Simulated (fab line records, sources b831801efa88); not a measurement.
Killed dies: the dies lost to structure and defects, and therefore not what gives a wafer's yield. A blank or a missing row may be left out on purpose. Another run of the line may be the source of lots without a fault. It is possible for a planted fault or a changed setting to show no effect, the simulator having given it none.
Which tool is to blame? || flow sky130 || at 1 step of a route of 708, 6 lots with 18 wafers sampled

WHAT EACH GAUGE READ, for each wafer
SKY_METAL1_THK_MEAS_06: measures by xrf.
{"lot": "L831", "measured": "day 34 07:43", "on": "film_metro-04", "METAL1_ALCU_THK (nm)": "249.4 249.6 248.8"}
{"lot": "L835", "measured": "day 35 00:07", "on": "film_metro-04", "METAL1_ALCU_THK (nm)": "248.3 246.8 246.2"}
{"lot": "L840", "measured": "day 36 07:14", "on": "film_metro-03", "METAL1_ALCU_THK (nm)": "247.1 246.9 247.6"}
{"lot": "L844", "measured": "day 37 21:56", "on": "film_metro-01", "METAL1_ALCU_THK (nm)": "253.2 257.5 254.0"}
{"lot": "L849", "measured": "day 38 15:14", "on": "film_metro-04", "METAL1_ALCU_THK (nm)": "253.0 249.8 255.4"}
{"lot": "L850", "measured": "day 38 23:44", "on": "film_metro-01", "METAL1_ALCU_THK (nm)": "250.7 249.3 248.4"}

WHAT TOOL EACH LOT RAN ON (gives the tool, then ch and the chambers of the sampled wafers, and finally the start)
No process step before these readings appears in the record.

THE ANSWER, worked out from the rows above alone
Rule: usual is defined by the lots themselves. Put in order of their means at a reading, lots are off if they are a third of the lots or fewer, leave a main group of 4 or more, and stand apart from it by a gap of 3 or more times the standard deviation of the main group's means; of several such gaps the widest counts. If all means in a main group match to the digits the tables above print for the reading, that group is not used. A lot without any number at a reading at which 4 lots or more have one is off too. All remaining lots with rows at the step are treated as sound.
Across all readings shown, no lot is off: no conclusion can be drawn from this.

WHAT THE SIMULATOR HAD INSERTED
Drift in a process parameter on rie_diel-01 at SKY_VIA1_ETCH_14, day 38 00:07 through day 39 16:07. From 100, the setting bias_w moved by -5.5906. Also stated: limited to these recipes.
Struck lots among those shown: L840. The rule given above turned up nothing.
